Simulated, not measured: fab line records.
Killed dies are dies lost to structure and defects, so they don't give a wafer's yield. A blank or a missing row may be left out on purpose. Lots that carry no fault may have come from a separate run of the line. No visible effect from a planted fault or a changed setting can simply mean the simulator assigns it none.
fab line records    flow sky130
record: lots: 6  wafers: 18  last_day: 48
route steps=708 shown VIA4@645 PAD_OPEN@708
lots that met no fault: taken from a fault-free run of the same line
start_h: the number of hours between the record's first day and the start of the first shown wafer of the lot    wait_h: hours from the lot's prior step to this one    " repeats the value in the row above    L1.1+2: a single row standing in for several wafers    - no value, or no start given    * or withheld: withheld    < > ~ a bound
route shown NAME@n: a module of which the file shows steps, and the number in the route of the first    usual: mean and standard deviation over wafers with no fault    same: alike in all rows    chamber/n: place in a boat    sites: readings site by site    _std_site: their standard deviation    _edge_site: mean of outer sites minus mean of inner sites    radius_mm: for every site, how far away it sits from the centre of the wafer    mask NAME#n: copy n    behind: tool/chamber where the wafer was last shaped    hold: why the lot went on hold/how many hours it stayed there/how the hold came to an end    device: the n, p or np transistor that did not switch    end of line: the tests these same wafers got at the end of their route    step lacking rows: just its recipe    killed: the dies lost at the first sort to structure and to defects; this is not the yield of the wafer    map: shows each die of a wafer: x if killed, . if not, _ if none is there
set.NAME: setting as actually run; set.NAME@STEP: the setting as run at that earlier step    model.NAME: the simulator's own value behind a step, which no gauge read
lots at selected steps of the route; one table per step, one row per wafer
services: when a tool's chamber went out of use (start_h, in hours from the record's first day, below 0 if earlier), for how many hours, and the reason
== steps ==
step: SKY_VIA4_COAT_06
recipe: resist: NOVOLAK  spin_rpm: 3000  resist_thk_nm: 1156
step: SKY_VIA4_SOFTBAKE_07
recipe: temp_c: 90  time_s: 60  resist: NOVOLAK
step: SKY_VIA4_EXPOSE_08
recipe: mask_id: VIM4  na: 0.6  source_shape: conventional  sigma_outer: 0.6  polarization: unpolarized  target_cd_nm: 800  dose_mj: 132
step: SKY_VIA4_PEB_09
recipe: temp_c: withheld  time_s: *  resist: NOVOLAK
step: SKY_VIA4_DEVELOP_10
recipe: resist: NOVOLAK  developer: TMAH  develop_time_s: 60  dev_temp_c: 23
step: SKY_VIA4_OVL_MEAS_11
usual: VIA4_OVL: 0.0/1.4
lot.wafer  tool        chamber  start_h  wait_h  VIA4_OVL[nm]
L375.2     overlay-01  -        1026.47  0.1     2.5
L375.4     "           -        "        "       1.3
L375.6     "           -        "        "       2.7
L380.1     overlay-01  -        1054.76  0.1     1.4
L380.2     "           -        "        "       0.1
L380.5     "           -        "        "       -1.2
L383.2     overlay-01  -        1065.29  0.1     2.6
L383.5     "           -        "        "       -0.1
L383.6     "           -        "        "       1.4
L387.1     overlay-01  -        1086.30  0.1     1.6
L387.2     "           -        "        "       0.9
L387.5     "           -        "        "       -0.4
L388.1     overlay-02  -        1090.83  0.1     1.8
L388.4     "           -        "        "       0.3
L388.6     "           -        "        "       0.7
L389.1     overlay-01  -        1096.95  0.1     0.6
L389.5     "           -        "        "       1.3
L389.6     "           -        "        "       0.6
step: SKY_VIA4_ETCH_12
recipe: target: SiO2  chemistry: C4F8/O2/Ar  stop_on: TiN  mask_material: NOVOLAK  source_w: 1500  bias_w: 1200  pressure_mtorr: 40  c4f8_flow_sccm: withheld  O2_flow_sccm: 6  Ar_flow_sccm: 300  time_s: withheld  target_depth_a: 5800
usual: chamber_pressure_mTorr: 40.00/0.037  oes_product_au: 0.925/0.0051
lot.wafer  tool         chamber  start_h  wait_h  chamber_pressure_mTorr  oes_product_au
L375.2     rie_diel-01  3        1026.50  0.0     39.93                   0.924
L375.4     "            0        "        "       39.98                   0.919
L375.6     "            2        "        "       40.08                   0.921
L380.1     rie_diel-04  1        1054.80  0.0     39.94                   0.926
L380.2     "            0        "        "       39.94                   0.919
L380.5     "            2        "        "       40.01                   0.921
L383.2     rie_diel-01  2        1065.32  0.0     40.03                   0.923
L383.5     "            3        "        "       40.03                   0.931
L383.6     "            0        "        "       39.91                   0.927
L387.1     rie_diel-01  0        1086.33  0.0     39.99                   0.924
L387.2     "            3        "        "       39.97                   0.936
L387.5     "            1        "        "       40.00                   0.923
L388.1     rie_diel-03  2        1090.87  0.0     40.03                   0.926
L388.4     "            1        "        "       40.01                   0.922
L388.6     "            2        "        "       40.05                   0.919
L389.1     rie_diel-03  1        1096.98  0.0     40.00                   0.926
L389.5     "            0        "        "       40.01                   0.924
L389.6     "            3        "        "       40.00                   0.928
step: SKY_VIA4_STRIP_13
recipe: chemistry: O2/N2  power_w: 1400  pressure_mtorr: 1500  platen_temp_c: withheld  o2_flow_sccm: 3000  n2_flow_sccm: 300  overash_fraction: 0.5
usual: chamber_pressure_mTorr: 1500.1/1.3  drypump_motor_current_A: 6.0/0.4  oes_product_au: 0.709/0.0044  strip_time_to_endpoint_s: 13.01/0.056
lot.wafer  tool             chamber  start_h  wait_h  chamber_pressure_mTorr  drypump_motor_current_A  oes_product_au  rf_hours_counter_h  strip_time_to_endpoint_s
L375.2     plasma_asher-03  1        1026.57  -       1500.3                  5.9                      0.708           87                  12.93
L375.4     "                0        "        "       1502.6                  6.3                      0.706           -                   13.00
L375.6     "                0        "        "       1499.1                  6.3                      0.704           -                   12.98
L380.1     plasma_asher-04  1        1054.87  -       1500.3                  5.6                      0.719           124                 13.01
L380.2     "                0        "        "       1500.2                  5.9                      0.704           124                 13.07
L380.5     "                0        "        "       1498.4                  6.0                      0.704           -                   13.04
L383.2     plasma_asher-04  0        1065.39  -       1500.8                  5.9                      0.702           0                   13.05
L383.5     "                1        "        "       1499.0                  5.6                      0.711           -                   12.98
L383.6     "                0        "        "       1501.0                  5.9                      0.702           -                   13.08
L387.1     plasma_asher-01  1        1086.40  -       1498.1                  6.7                      0.707           34                  13.04
L387.2     "                0        "        "       1501.3                  5.6                      0.709           34                  12.98
L387.5     "                0        "        "       1500.5                  5.5                      0.715           -                   13.04
L388.1     plasma_asher-04  1        1090.94  -       1500.4                  5.6                      0.708           2                   13.06
L388.4     "                0        "        "       1501.2                  6.0                      0.709           -                   12.92
L388.6     "                0        "        "       1500.2                  5.9                      0.711           -                   13.01
L389.1     plasma_asher-01  0        1097.06  -       1499.3                  5.6                      0.710           35                  12.92
L389.5     "                1        "        "       1502.4                  6.7                      0.706           -                   12.98
L389.6     "                0        "        "       1498.5                  5.6                      0.712           -                   13.01
step: SKY_VIA4_STRIP_14
recipe: chemistry: post_etch_residue_remover  time_s: 1200  temp_c: 72.5
step: SKY_VIA4_CLEAN_15
recipe: chemistry: IPA  time_s: 180  temp_c: 25
step: SKY_VIA4_CLEAN_16
recipe: chemistry: O3/DIW  dry: n2_spin
step: SKY_VIA4_SPUTTER_17
recipe: material: TiN  target_thk_nm: 20  chamber_pressure_pa: 5  power_w: 4000  time_s: 80
usual: throttle_valve_pct: 30.1/1
lot.wafer  tool            chamber  start_h  wait_h  throttle_valve_pct
L375.2     pvd_sputter-02  -        1027.17  0.0     30.7
L375.4     "               -        "        "       28.5
L375.6     "               -        "        "       28.3
L380.1     pvd_sputter-01  -        1055.47  0.0     32.2
L380.2     "               -        "        "       28.6
L380.5     "               -        "        "       30.5
L383.2     pvd_sputter-01  -        1066.02  0.0     28.3
L383.5     "               -        "        "       31.8
L383.6     "               -        "        "       28.4
L387.1     pvd_sputter-02  -        1087.00  0.0     30.1
L387.2     "               -        "        "       28.5
L387.5     "               -        "        "       29.5
L388.1     pvd_sputter-01  -        1091.94  0.0     28.6
L388.4     "               -        "        "       30.0
L388.6     "               -        "        "       30.2
L389.1     pvd_sputter-02  -        1097.73  0.0     28.6
L389.5     "               -        "        "       28.7
L389.6     "               -        "        "       30.0
step: SKY_VIA4_CVD_18
recipe: material: W  target_thk_nm: 505  time_s: 152.14  temp_c: 400  pressure_torr: 40
usual: heater_power_w: 906/73
lot.wafer  tool      chamber  start_h  wait_h  heater_power_w
L375.2     cvd_w-01  1        1027.23  0.0     827
L375.4     "         1        "        "       807
L375.6     "         1        "        "       805
L380.1     cvd_w-02  0        1055.53  0.0     947
L380.2     "         1        "        "       1019
L380.5     "         1        "        "       992
L383.2     cvd_w-02  1        1066.08  0.0     1037
L383.5     "         0        "        "       929
L383.6     "         1        "        "       1023
L387.1     cvd_w-01  1        1087.06  0.0     815
L387.2     "         0        "        "       922
L387.5     "         1        "        "       838
L388.1     cvd_w-02  1        1092.00  0.0     1025
L388.4     "         1        "        "       1014
L388.6     "         1        "        "       1028
L388.1     cvd_w-02  1        1092.47  0.4     1010
L388.4     "         1        "        "       1005
L388.6     "         1        "        "       1021
L389.1     cvd_w-02  1        1097.79  0.0     1034
L389.5     "         0        "        "       928
L389.6     "         1        "        "       1021
L389.1     cvd_w-02  1        1098.11  0.3     1009
L389.5     "         0        "        "       933
L389.6     "         1        "        "       1005
step: SKY_VIA4_RS_MEAS_19
recipe: thk_meas_gauge: four-point-probe  reads: W_of_VIA4_CVD_18+TiN_of_VIA4_SPUTTER_17
usual: VIA4_W_RS: 0.2266/0.003
lot.wafer  tool           chamber  start_h  wait_h  VIA4_W_RS[ohm/sq]
L375.2     film_metro-01  -        1027.41  0.1     0.2282
L375.4     "              -        "        "       0.2310
L375.6     "              -        "        "       0.2297
L380.1     film_metro-01  -        1055.68  0.1     0.2309
L380.2     "              -        "        "       0.2284
L380.5     "              -        "        "       0.2297
L383.2     film_metro-01  -        1066.25  0.1     0.2273
L383.5     "              -        "        "       0.2281
L383.6     "              -        "        "       0.2258
L387.1     film_metro-01  -        1087.21  0.1     0.2278
L387.2     "              -        "        "       0.2210
L387.5     "              -        "        "       0.2296
L388.1     film_metro-01  -        1092.77  0.3     0.1135
L388.4     "              -        "        "       0.1143
L388.6     "              -        "        "       0.1141
L388.1     film_metro-01  -        1093.06  0.3     0.1134
L388.4     "              -        "        "       0.1145
L388.6     "              -        "        "       0.1139
L389.1     film_metro-02  -        1098.26  0.1     0.1127
L389.5     "              -        "        "       0.1150
L389.6     "              -        "        "       0.1132
L389.1     film_metro-02  -        1098.55  0.3     0.1127
L389.5     "              -        "        "       0.1151
L389.6     "              -        "        "       0.1131
step: SKY_PAD_OPEN_PROBE_99
usual: defect_limited_yield: 82.4/2  killed_at_M0_to_M3: 42/6.8  killed_at_M4_up: 3.4/1.8  killed_at_contacts: 25/5.7  killed_at_front_end: 16/4.8  killed_at_other: 0.2/0.39  killed_dies: 87/9.6  killed_open: 47/6.9  killed_short: 40/6.3  sort_bin_3_pad_short: 0.9/0.45  sort_bin_5_function: 10.4/1.5  sort_bin_6_memory: 6.3/1.1  sort_n_pass: 405/9.6  sort_yield_pct: 82.4/2
same: gross_dies: 492  killed_at_back_side: 0  sort_bin_4_leakage[%]: 0  sort_bin_8_speed[%]: 0
lot.wafer  tool       chamber  start_h  wait_h  defect_limited_yield[%]  killed_at_M0_to_M3  killed_at_M4_up  killed_at_contacts  killed_at_front_end  killed_at_other  killed_dies  killed_open  killed_short  sort_bin_3_pad_short[%]  sort_bin_5_function[%]  sort_bin_6_memory[%]  sort_n_pass  sort_yield_pct[%]
L375.2     prober-01  -        1095.73  0.1     83.5                     34                  4                25                  18                   0                81           36           45            0.6                      9.8                     6.1                   411          83.5
L375.4     prober-01  -        1095.83  0.2     80.9                     50                  4                14                  26                   0                94           43           51            1.8                      9.8                     7.5                   398          80.9
L375.6     prober-01  -        1095.93  0.2     83.9                     36                  5                22                  15                   1                79           40           39            1.2                      8.7                     6.1                   413          83.9
L380.1     prober-01  -        1122.23  0.1     82.3                     36                  3                35                  13                   0                87           51           36            0                        10.8                    6.9                   405          82.3
L380.2     prober-01  -        1122.28  0.1     83.5                     45                  4                23                  9                    0                81           51           30            1.4                      9.1                     5.9                   411          83.5
L380.5     prober-01  -        1122.43  0.2     83.1                     37                  5                27                  14                   0                83           36           47            1.6                      9.8                     5.5                   409          83.1
L383.2     prober-02  -        1131.43  0.1     81.9                     52                  4                17                  16                   0                89           41           48            1.6                      10.6                    5.9                   403          81.9
L383.5     prober-02  -        1131.58  0.2     80.5                     48                  4                25                  19                   0                96           54           42            1.6                      11.4                    6.5                   396          80.5
L383.6     prober-02  -        1131.63  0.2     81.7                     54                  2                18                  15                   1                90           53           37            0.4                      12.6                    5.3                   402          81.7
L387.1     prober-02  -        1150.43  0.1     81.5                     40                  2                32                  17                   0                91           56           35            1.0                      10.6                    6.9                   401          81.5
L387.2     prober-02  -        1150.48  0.1     83.1                     39                  1                31                  11                   1                83           47           36            0.6                      10.6                    5.7                   409          83.1
L387.5     prober-02  -        1150.63  0.2     81.9                     47                  2                25                  15                   0                89           46           43            0.6                      12.4                    5.1                   403          81.9
killed by level:class
L375.2 CONTACT:geometric_particle:open=7 VIA1:geometric_particle:open=7 FIELD_ISO:geometric_particle:short=6 LOCAL_INTERCONNECT:geometric_particle:short=6 METAL3:geometric_particle:short=6 LI_CONTACT:geometric_particle:open=5 VIA3:geometric_particle:open=5 FIELD_ISO:geometric_particle:open=4
L375.4 VIA1:geometric_particle:open=11 VIA1:geometric_particle:short=9 POLY_GATE:geometric_particle:open=7 POLY_GATE:geometric_particle:short=7 CONTACT:geometric_particle:open=7 VIA2:geometric_particle:short=6 METAL2:geometric_particle:short=6 METAL1:geometric_particle:short=5
L375.6 VIA2:geometric_particle:open=7 CONTACT:geometric_particle:short=6 VIA1:geometric_particle:open=6 POLY_GATE:geometric_particle:open=5 LI_CONTACT:geometric_particle:open=5 CONTACT:geometric_particle:open=5 VIA1:geometric_particle:short=5 METAL2:geometric_particle:short=5
L380.1 CONTACT:geometric_particle:open=13 VIA1:geometric_particle:short=7 VIA1:geometric_particle:open=7 LI_CONTACT:geometric_particle:open=7 VIA3:geometric_particle:open=6 POLY_GATE:geometric_particle:open=5 LOCAL_INTERCONNECT:geometric_particle:short=5 LOCAL_INTERCONNECT:geometric_particle:open=5
L380.2 VIA1:geometric_particle:open=13 CONTACT:geometric_particle:open=9 VIA3:geometric_particle:open=9 LI_CONTACT:geometric_particle:open=8 METAL2:geometric_particle:short=5 METAL1:geometric_particle:short=5 VIA2:geometric_particle:open=4 VIA3:geometric_particle:short=4
L380.5 LOCAL_INTERCONNECT:geometric_particle:short=7 VIA1:geometric_particle:open=7 CONTACT:geometric_particle:short=6 LI_CONTACT:geometric_particle:open=6 CONTACT:geometric_particle:open=5 VIA3:geometric_particle:open=5 POLY_GATE:geometric_particle:short=4 METAL1:geometric_particle:short=4
L383.2 VIA1:geometric_particle:open=10 VIA2:geometric_particle:open=8 CONTACT:geometric_particle:open=6 METAL1:geometric_particle:short=6 LOCAL_INTERCONNECT:geometric_particle:short=5 VIA2:geometric_particle:short=5 VIA3:geometric_particle:open=5 FIELD_ISO:geometric_particle:short=4
L383.5 VIA1:geometric_particle:open=18 CONTACT:geometric_particle:open=16 POLY_GATE:geometric_particle:short=8 VIA1:geometric_particle:short=8 METAL2:geometric_particle:short=7 VIA2:geometric_particle:open=4 LI_CONTACT:geometric_particle:short=4 LI_CONTACT:geometric_particle:open=4
L383.6 VIA1:geometric_particle:open=15 VIA2:geometric_particle:open=8 FIELD_ISO:geometric_particle:open=7 METAL1:geometric_particle:short=6 CONTACT:geometric_particle:open=5 LI_CONTACT:geometric_particle:open=5 METAL3:geometric_particle:short=5 VIA3:geometric_particle:open=5
L387.1 CONTACT:geometric_particle:open=15 VIA3:geometric_particle:open=8 VIA2:geometric_particle:open=7 LI_CONTACT:geometric_particle:open=6 VIA1:geometric_particle:open=6 POLY_GATE:geometric_particle:open=5 CONTACT:geometric_particle:short=5 FIELD_ISO:geometric_particle:open=4
L387.2 LI_CONTACT:geometric_particle:open=9 CONTACT:geometric_particle:open=9 VIA2:geometric_particle:open=8 VIA1:geometric_particle:open=8 CONTACT:geometric_particle:short=6 VIA3:geometric_particle:open=6 LOCAL_INTERCONNECT:geometric_particle:short=5 VIA1:geometric_particle:short=5
L387.5 VIA1:geometric_particle:open=10 LI_CONTACT:geometric_particle:open=10 VIA2:geometric_particle:open=8 FIELD_ISO:geometric_particle:open=5 METAL1:geometric_particle:short=5 VIA1:geometric_particle:short=5 METAL2:geometric_particle:short=5 METAL3:geometric_particle:short=5
== services ==
tool             chamber  start_h  hours  kind
pvd_sputter-02   -        1003.37  0.8    repair
pvd_sputter-01   -        1025.49  2.4    repair
plasma_asher-04  -        1029.31  21.5   pm
plasma_asher-04  -        1055.25  9.0    pm
plasma_asher-04  0        1055.25  9.0    vent_cycle
plasma_asher-04  1        1055.25  9.0    vent_cycle
cvd_w-01         -        1060.13  0.6    repair
plasma_asher-04  0        1064.25  -      clean
plasma_asher-04  1        1064.25  -      clean
rie_diel-03      0        1071.98  12.2   repair
cvd_w-02         0        1080.31  12.1   repair
rie_diel-03      3        1090.16  6.0    repair
plasma_asher-03  -        1093.37  6.7    repair
== key ==
first_sign: step: SKY_VIA4_CVD_18  reading: visit  direction: added
effect: step: SKY_VIA4_RS_MEAS_19  reading: visit  direction: added
effect: step: SKY_VIA4_RS_MEAS_19  reading: VIA4_W_RS  direction: down  sigmas: 38  usual: 0.2266  struck: 0.1138
met_at SKY_VIA4_CVD_18
struck_wafers L388.1,L388.4,L388.6,L389.1,L389.5,L389.6
scrapped_behind SKY_VIA4_RS_MEAS_19 L388.1,L388.4,L388.6,L389.1,L389.5,L389.6
earlier_fault: kind: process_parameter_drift  tool: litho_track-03  chamber: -  onset_h: 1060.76  steps: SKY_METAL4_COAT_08  channel: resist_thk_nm  offset: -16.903  shape: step  acts_in: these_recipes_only  stated: 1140
fault: kind: repeated_step_whole  tool: cvd_w-01,cvd_w-02  chamber: -  onset_h: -  steps: SKY_VIA4_CVD_18  times: 1  scope: struck_lots_only
